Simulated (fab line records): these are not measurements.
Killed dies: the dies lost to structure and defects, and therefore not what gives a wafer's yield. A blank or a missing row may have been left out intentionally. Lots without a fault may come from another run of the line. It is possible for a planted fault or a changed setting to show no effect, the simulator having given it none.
Which tool is to blame? + flow sky130 + 39 wafers from 13 lots sampled at 3 of the route's 708 steps

## WHAT EACH GAUGE READ, for each wafer
SKY_SPACER_THK_MEAS_01. Usual: SPACER_CVD_00_THK gives 43.3 nm (standard deviation 0.39).
| lot  | measured     | on            | SPACER_CVD_00_THK (nm) | flag |
|------|--------------|---------------|------------------------|------|
| L581 | day 22 19:02 | film metro-01 | 43.0 43.0 42.8         |      |
| L582 | day 23 06:40 | film metro-01 | 43.0 42.9 43.0         |      |
| L583 | day 23 22:14 | film metro-03 | 43.3 43.7 43.6         |      |
| L586 | day 25 04:26 | film metro-03 | 43.6 43.8 44.0         |      |
| L588 | day 25 14:07 | film metro-03 | 43.3 43.2 43.0         |      |
| L589 | day 26 03:05 | film metro-03 | 43.7 43.5 43.7         |      |
| L591 | day 27 00:52 | film metro-04 | 43.2 42.9 43.2         |      |
| L592 | day 27 07:52 | film metro-04 | 42.8 42.9 43.0         |      |
| L593 | day 27 10:25 | film metro-01 | 43.4 43.5 43.2         |      |
| L595 | day 28 04:01 | film metro-03 | 42.8 43.2 42.9         |      |
| L601 | day 30 03:56 | film metro-01 | 43.7 43.6 43.8         |      |
| L603 | day 30 12:05 | film metro-01 | 43.8 43.8 43.6         |      |
| L604 | day 31 01:52 | film metro-04 | 43.9 43.6 43.7         |      |

SKY_SD_N_TW_MEAS_12. Usual: SD_N_TW gives 3946 (standard deviation 33).
| lot  | measured     | on            | SD_N_TW        | flag |
|------|--------------|---------------|----------------|------|
| L581 | day 27 18:08 | film metro-04 | 3901 3912 3908 |      |
| L582 | day 28 03:43 | film metro-02 | 3973 3944 3965 |      |
| L583 | day 28 17:45 | film metro-04 | 3893 3898 3905 |      |
| L586 | day 29 23:53 | film metro-03 | 3977 3985 3960 |      |
| L588 | day 30 08:59 | film metro-04 | 3921 3912 3942 |      |
| L589 | day 30 22:11 | film metro-04 | 3931 3911 3926 |      |
| L591 | day 31 17:38 | film metro-03 | 3968 3993 3978 |      |
| L592 | day 32 01:25 | film metro-04 | 3922 3891 3922 |      |
| L593 | day 32 03:17 | film metro-04 | 3943 3938 3944 |      |
| L595 | day 32 19:08 | film metro-04 | 3930 3920 3914 |      |
| L601 | day 34 17:20 | film metro-02 | 3927 3904 3933 |      |
| L603 | day 34 23:58 | film metro-02 | 3954 3966 3967 |      |
| L604 | day 35 14:16 | film metro-04 | 3927 3936 3946 |      |

SKY_SD_N_RS_MEAS_18: the measuring method here is four-point-probe. Usual: RES_XHIGH_RS gives 333.5 ohm/sq (standard deviation 1.3).
| lot  | measured     | on            | RES_XHIGH_RS (ohm/sq) | flag |
|------|--------------|---------------|-----------------------|------|
| L581 | day 27 18:40 | film metro-03 | 334.1 334.1 334.4     |      |
| L582 | day 28 04:14 | film metro-04 | 334.2 334.4 333.4     |      |
| L583 | day 28 18:18 | film metro-02 | 333.1 333.4 332.6     |      |
| L586 | day 30 00:25 | film metro-02 | 334.3 335.4 335.0     |      |
| L588 | day 30 09:31 | film metro-03 | 334.9 335.1 334.7     |      |
| L589 | day 30 22:43 | film metro-03 | 331.2 332.6 332.1     |      |
| L591 | day 31 18:10 | film metro-02 | 330.9 332.7 330.4     |      |
| L592 | day 32 01:59 | film metro-04 | 333.2 333.7 334.4     |      |
| L593 | day 32 03:56 | film metro-04 | 331.7 332.1 331.6     |      |
| L595 | day 32 19:41 | film metro-04 | 334.6 335.2 333.5     |      |
| L601 | day 34 17:52 | film metro-04 | 333.3 334.4 333.7     |      |
| L603 | day 35 00:29 | film metro-03 | 332.0 331.5 333.1     |      |
| L604 | day 35 14:47 | film metro-03 | 335.0 333.6 332.7     |      |

## TOOL THAT RAN EACH LOT (tool first, then ch and the chambers of the sampled wafers, then the start)
Before these readings, the record contains no process step.

## WHAT THE TOOLS THEMSELVES READ (means of the sampled wafers that have a number; where no wafer has one, the mark that the record gives instead)
The record holds no such reading with a usual standard deviation.

## THE ANSWER, worked out from the rows above alone
Rule: a lot counts as off when the mean over its wafers that have a number is more than 3 standard deviations away from the usual mean. A lot without any number at a reading at which 4 lots or more have one is off too. Any other lot the step has rows for is counted as sound. Order of review: gauges by route order, followed by the tools' own readings, for which a lot's mean as printed above is used. The first step at which some lot is off is used, and at that step the reading that is off furthest; a lot without a number counts as furthest.
No lot is off on any of the readings shown, so nothing can be concluded from this.

## WHAT THE SIMULATOR HAD PUT IN
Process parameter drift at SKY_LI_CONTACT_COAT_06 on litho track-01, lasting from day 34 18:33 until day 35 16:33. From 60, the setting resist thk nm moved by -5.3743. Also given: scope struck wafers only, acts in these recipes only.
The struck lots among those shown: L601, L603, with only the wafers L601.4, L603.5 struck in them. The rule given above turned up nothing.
